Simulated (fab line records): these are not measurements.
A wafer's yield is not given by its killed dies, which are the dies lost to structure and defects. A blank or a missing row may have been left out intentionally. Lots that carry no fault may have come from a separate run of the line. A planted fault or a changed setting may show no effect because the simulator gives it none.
Which tool did it? ; flow sky130 ; Sampling: 13 lots, 39 wafers, 4 of 708 route steps

## WHAT THE GAUGES READ, wafer by wafer
SKY_METAL2_OVL_MEAS_16.
lot;measured;on;METAL2_OVL (nm)
L261;day 36 00:15;overlay-01;7 0 8
L260;day 36 01:51;overlay-01;4 4 -3
L262;day 36 04:35;overlay-01;8 7 4
L263;day 36 16:32;overlay-01;-2 3 1
L264;day 38 00:35;overlay-01;13 4 5
L266;day 38 01:43;overlay-01;0 1 4
L265;day 38 02:44;overlay-01;-4 -2 -1
L267;day 38 04:50;overlay-01;4 7 4
L271;day 39 06:26;overlay-02;2 -1 -6
L273;day 39 14:59;overlay-02;-6 -10 -10
L278;day 41 00:36;overlay-01;-3 -8 -8
L280;day 41 15:17;overlay-01;7 -2 6
L281;day 41 20:20;overlay-02;-5 -6 -11

## EACH LOT AND THE TOOL THAT RAN IT (in order: tool; ch and the chambers of the sampled wafers; start)
lot;SKY_METAL2_SPUTTER_00;SKY_METAL2_SPUTTER_03;SKY_METAL2_SOFTBAKE_11
L261;pvd_sputter-01, day 34 21:59;pvd_sputter-01, day 34 22:04;litho_track-01 ch 0, day 35 11:00
L260;pvd_sputter-01, day 34 23:53;pvd_sputter-01, day 34 23:58;litho_track-04 ch 0, day 35 13:00
L262;pvd_sputter-03, day 35 02:50;pvd_sputter-03, day 35 02:55;litho_track-02 ch 0, day 35 16:00
L263;pvd_sputter-03, day 35 13:56;pvd_sputter-03, day 35 14:00;litho_track-02 ch 0, day 36 03:00
L264;pvd_sputter-01, day 36 22:31;pvd_sputter-01, day 36 22:36;litho_track-02 ch 0, day 37 10:00
L266;pvd_sputter-03, day 36 23:28;pvd_sputter-03, day 36 23:32;litho_track-04 ch 0, day 37 12:00
L265;pvd_sputter-03, day 37 01:46;pvd_sputter-03, day 37 01:50;litho_track-02 ch 0, day 37 14:00
L267;pvd_sputter-04, day 37 03:23;pvd_sputter-04, day 37 03:28;litho_track-02 ch 0, day 37 16:00
L271;pvd_sputter-01, day 38 04:33;pvd_sputter-01, day 38 04:37;litho_track-02 ch 0, day 38 17:00
L273;pvd_sputter-03, day 38 14:16;pvd_sputter-03, day 38 14:20;litho_track-02 ch 0, day 39 03:00
L278;pvd_sputter-03, day 40 00:20;pvd_sputter-03, day 40 00:24;litho_track-04 ch 0, day 40 12:00
L280;pvd_sputter-03, day 40 15:20;pvd_sputter-03, day 40 15:25;litho_track-01 ch 0, day 41 03:00
L281;pvd_sputter-01, day 40 20:27;pvd_sputter-01, day 40 20:32;litho_track-02 ch 0, day 41 08:00
- SKY_METAL2_SPUTTER_00: material Ti, target thk 15 nm, time 10 s.
- SKY_METAL2_SPUTTER_03: material Ti, target thk 5 nm, time 3.3 s.
- SKY_METAL2_SOFTBAKE_11: time 90 s.

## WHAT THE TOOLS THEMSELVES READ (means of the sampled wafers that have a number; where no wafer has one, the mark that the record gives instead)
SKY_METAL2_SPUTTER_00.
lot;tool;throttle_valve_pct (%)
L261;pvd_sputter-01;30.4
L260;pvd_sputter-01;29.7
L262;pvd_sputter-03;29.0
L263;pvd_sputter-03;30.6
L264;pvd_sputter-01;30.5
L266;pvd_sputter-03;29.7
L265;pvd_sputter-03;30.4
L267;pvd_sputter-04;29.9
L271;pvd_sputter-01;30.7
L273;pvd_sputter-03;29.4
L278;pvd_sputter-03;31.0
L280;pvd_sputter-03;30.5
L281;pvd_sputter-01;30.7

SKY_METAL2_SPUTTER_03.
lot;tool;throttle_valve_pct (%)
L261;pvd_sputter-01;30.4
L260;pvd_sputter-01;29.7
L262;pvd_sputter-03;28.8
L263;pvd_sputter-03;30.5
L264;pvd_sputter-01;30.7
L266;pvd_sputter-03;29.9
L265;pvd_sputter-03;30.4
L267;pvd_sputter-04;30.0
L271;pvd_sputter-01;30.8
L273;pvd_sputter-03;29.4
L278;pvd_sputter-03;31.0
L280;pvd_sputter-03;30.5
L281;pvd_sputter-01;30.6

SKY_METAL2_SOFTBAKE_11.
lot;tool;heater_power_total_W (W);plate_temp_C (C)
L261;litho_track-01;57.37;99.98
L260;litho_track-04;57.37;99.93
L262;litho_track-02;57.32;100.06
L263;litho_track-02;57.43;100.09
L264;litho_track-02;57.28;100.21
L266;litho_track-04;57.42;100.01
L265;litho_track-02;57.39;100.14
L267;litho_track-02;57.45;100.08
L271;litho_track-02;56.63;99.21
L273;litho_track-02;56.61;99.02
L278;litho_track-04;57.28;100.30
L280;litho_track-01;57.30;100.06
L281;litho_track-02;57.39;99.93

## THE ANSWER, worked out from the rows above alone
Rule: usual is defined by the lots themselves. Put in order of their means at a reading, lots are off if they are a third of the lots or fewer, leave a main group of 4 or more, and stand apart from it by a gap of 3 or more times the standard deviation of the main group's means; of several such gaps the widest counts. A main group whose means are all the same, to the digits that the tables above print for the reading, isn't used. Also off: a lot with no number at a reading for which 4 or more lots have one. All remaining lots with rows at the step are treated as sound. The gauges are gone through in route order, then the tools' own readings, and for those a lot's mean is taken as printed above. The first step at which some lot is off is used, and at that step the reading that is off furthest; a lot without a number counts as furthest.
Off at SKY_METAL2_SOFTBAKE_11 (heater_power_total_W): L271, L273. The main group: mean 57.36 W, standard deviation 0.058.
A tool fits if, at that step or a process step before it, it ran every lot that is off, and no sound lot after the first of them. Of those tried, none fits.

## WHAT THE SIMULATOR PUT IN
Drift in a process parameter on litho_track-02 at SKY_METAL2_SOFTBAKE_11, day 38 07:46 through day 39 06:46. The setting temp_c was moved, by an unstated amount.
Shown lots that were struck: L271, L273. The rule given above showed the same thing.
